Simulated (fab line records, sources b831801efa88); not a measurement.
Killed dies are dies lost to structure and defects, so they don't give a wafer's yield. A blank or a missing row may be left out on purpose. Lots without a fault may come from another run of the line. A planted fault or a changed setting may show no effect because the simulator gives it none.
Which tool did it? | flow gf180mcu | 15 lots, 45 wafers sampled, at 2 steps of a route of 602

WHAT THE GAUGES READ, wafer by wafer
GF_V4_CD_MEAS_14: target cd 260 nm. Usual: cd_nm 260.2 nm, standard deviation 1.
lot  | measured     | on        | cd_nm (nm)        | flag
L634 | day 24 02:59 | cd_sem-01 | 260.7 260.2 260.3 |
L635 | day 24 15:52 | cd_sem-01 | 259.1 259.2 258.9 |
L636 | day 24 22:16 | cd_sem-02 | 260.5 260.3 260.4 |
L637 | day 25 08:21 | cd_sem-02 | 260.9 261.1 260.7 |
L638 | day 25 19:36 | cd_sem-02 | 259.6 260.2 259.3 |
L641 | day 26 14:22 | cd_sem-01 | 260.8 260.2 260.0 |
L642 | day 27 02:03 | cd_sem-02 | 261.7 261.9 261.1 |
L643 | day 27 02:50 | cd_sem-02 | 259.6 258.6 258.9 |
L651 | day 30 04:13 | cd_sem-02 | 261.4 261.4 261.8 |
L652 | day 30 05:53 | cd_sem-02 | 260.7 260.0 259.5 |
L653 | day 30 11:08 | cd_sem-02 | 258.0 259.9 260.3 |
L654 | day 30 12:04 | cd_sem-02 | 260.4 261.6 260.6 |
L655 | day 30 14:09 | cd_sem-01 | 261.7 261.0 260.7 |
L656 | day 31 05:33 | cd_sem-01 | 259.6 258.6 259.5 |
L657 | day 31 14:32 | cd_sem-01 | 260.1 258.3 260.8 |

GF_V4_OVL_MEAS_15. Usual: V4_OVL -1 nm, standard deviation 4.9.
lot  | measured     | on         | V4_OVL (nm) | flag
L634 | day 24 03:04 | overlay-02 | 4 1 3       |
L635 | day 24 15:58 | overlay-02 | 6 -4 -4     |
L636 | day 24 22:20 | overlay-02 | 1 1 -1      |
L637 | day 25 08:28 | overlay-02 | -7 -5 1     |
L638 | day 25 19:43 | overlay-01 | -8 -11 -6   |
L641 | day 26 14:29 | overlay-02 | -1 1 2      |
L642 | day 27 02:10 | overlay-02 | -9 -9 -6    |
L643 | day 27 02:56 | overlay-01 | 1 4 6       |
L651 | day 30 04:17 | overlay-02 | -2 10 4     |
L652 | day 30 06:01 | overlay-02 | -2 -10 -3   |
L653 | day 30 11:14 | overlay-01 | 3 0 -1      |
L654 | day 30 12:11 | overlay-01 | 5 -3 2      |
L655 | day 30 14:16 | overlay-02 | -5 -4 -5    |
L656 | day 31 05:40 | overlay-02 | -2 -3 -8    |
L657 | day 31 14:40 | overlay-02 | 7 7 9       |

WHICH TOOL RAN EACH LOT (tool, then ch and the chambers of the sampled wafers, then the start)
The record holds no process step before these readings.

WHAT THE TOOLS THEMSELVES READ (means of the sampled wafers that have a number; where no wafer has one, the mark that the record gives instead)
The record holds no such reading with a usual standard deviation.

THE ANSWER, worked out from the rows above alone
Rule: a lot is off if the mean of its wafers that have a number lies more than 3 standard deviations from the usual mean. A lot without any number at a reading at which 4 lots or more have one is off too. The other lots that the step has rows for count as sound. The gauges are gone through in route order, then the tools' own readings, and for those a lot's mean is taken as printed above. The first step at which some lot is off is used, and at that step the reading that is off furthest; a lot without a number counts as furthest.
No lot is off at any reading shown: from this, nothing can be told.

WHAT THE SIMULATOR HAD PUT IN
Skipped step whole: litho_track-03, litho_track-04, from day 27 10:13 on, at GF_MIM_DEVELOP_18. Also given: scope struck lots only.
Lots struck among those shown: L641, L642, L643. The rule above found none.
